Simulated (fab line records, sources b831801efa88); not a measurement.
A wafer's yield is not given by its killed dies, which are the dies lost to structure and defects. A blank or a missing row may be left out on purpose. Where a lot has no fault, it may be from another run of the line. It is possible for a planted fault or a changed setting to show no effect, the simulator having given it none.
The same fault as seen by 2 desks + flow sky130 + what lay behind the numbers comes last; until then each desk has only its own

THE TOOL OWNER'S DESK: rie_diel-02
The tool's own readings at SKY_VIA3_ETCH_14 (etches BARC in N2/H2, stops on SiO2, time 45.9 s, target depth 60 nm): means of the sampled wafers that have a number, for each lot that ran on this tool. A lot is out of limits, marked OUT, if its mean lies more than 4 standard deviations from the usual mean; the brackets give that distance.
Columns: A = bias_w at SKY_VIA3_ETCH_14, usual 100.0 W; B = drypump_motor_current_A at SKY_VIA3_ETCH_14, usual 5.7 A; C = h2_flow_sccm at SKY_VIA3_ETCH_14, usual 200.0 sccm; D = oes_product_au at SKY_VIA3_ETCH_14, usual 0.855 a.u.; E = throttle_valve_pct at SKY_VIA3_ETCH_14, usual 13.226 %
| lot  | first seen here | A               | B   | C     | D     | E      |
|------|-----------------|-----------------|-----|-------|-------|--------|
| L399 | day 40 10:02    | 99.8            | 5.9 | 199.6 | 0.854 | 13.222 |
| L404 | day 42 10:26    | 100.1           | 6.0 | 200.9 | 0.853 | 13.225 |
| L406 | day 42 11:19    | 100.1           | 5.7 | 199.9 | 0.860 | 13.226 |
| L410 | day 43 08:56    | 100.1           | 5.9 | 200.2 | 0.852 | 13.222 |
| L411 | day 43 10:22    | 99.8            | 6.1 | 200.4 | 0.854 | 13.221 |
| L412 | day 43 17:56    | 100.1           | 5.9 | 200.1 | 0.853 | 13.227 |
| L416 | day 45 02:07    | 110.6 (+34) OUT | 6.1 | 199.9 | 0.857 | 13.225 |
| L419 | day 45 14:16    | 105.3 (+17) OUT | 5.9 | 200.2 | 0.857 | 13.224 |
This desk's verdict: out of limits on L416, L419, starting with L416 at day 45 02:07 (bias_w at SKY_VIA3_ETCH_14). L399, L404, L406, L410, L411, L412: within limits.

METROLOGY DESK
Means of the sampled wafers that have a number, per lot and without regard to the tool the lot ran on: this is what the gauges read. A lot is out of limits, marked OUT, if its mean lies more than 4 standard deviations from the usual mean; the brackets give that distance.
Columns: A = VIA3_BOW at SKY_VIA3_BOW_MEAS_03, usual 79 um; B = VIA3_W_RS at SKY_VIA3_RS_MEAS_22, usual 0.294 ohm/sq
| lot  | first seen here | A  | B     |
|------|-----------------|----|-------|
| L399 | day 39 10:00    | 78 | 0.295 |
| L400 | day 40 00:32    | 77 | 0.295 |
| L402 | day 40 04:10    | 90 | 0.291 |
| L404 | day 41 11:11    | 79 | 0.295 |
| L406 | day 41 11:31    | 80 | 0.297 |
| L410 | day 42 09:47    | 76 | 0.297 |
| L411 | day 42 10:53    | 85 | 0.291 |
| L412 | day 42 19:37    | 79 | 0.297 |
| L415 | day 43 19:52    | 72 | 0.290 |
| L416 | day 44 03:20    | 87 | 0.291 |
| L418 | day 44 05:37    | 77 | 0.290 |
| L419 | day 44 16:36    | 82 | 0.299 |
This desk's verdict: no lot among the 12 shows anything out of limits.

TAKEN TOGETHER
At day 45 02:07, on L416, L419, the tool owner's desk was in a position to raise an alarm.
Metrology desk: nothing out of limits seen.
The metrology desk holds a record of L416, L419, inside its limits.
SKY_VIA3_ETCH_14 was run on rie_diel-02 by each of the lots named.

WHAT WAS PUT IN BY THE SIMULATOR
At SKY_VIA3_ETCH_14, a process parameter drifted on rie_diel-02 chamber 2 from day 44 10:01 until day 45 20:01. From 100, the setting bias_w moved by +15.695. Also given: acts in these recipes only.
Lots struck among those shown: L416, L419.
How many hours passed from the start of the fault until each desk's first out-of-limits reading: the tool owner's desk, 16.
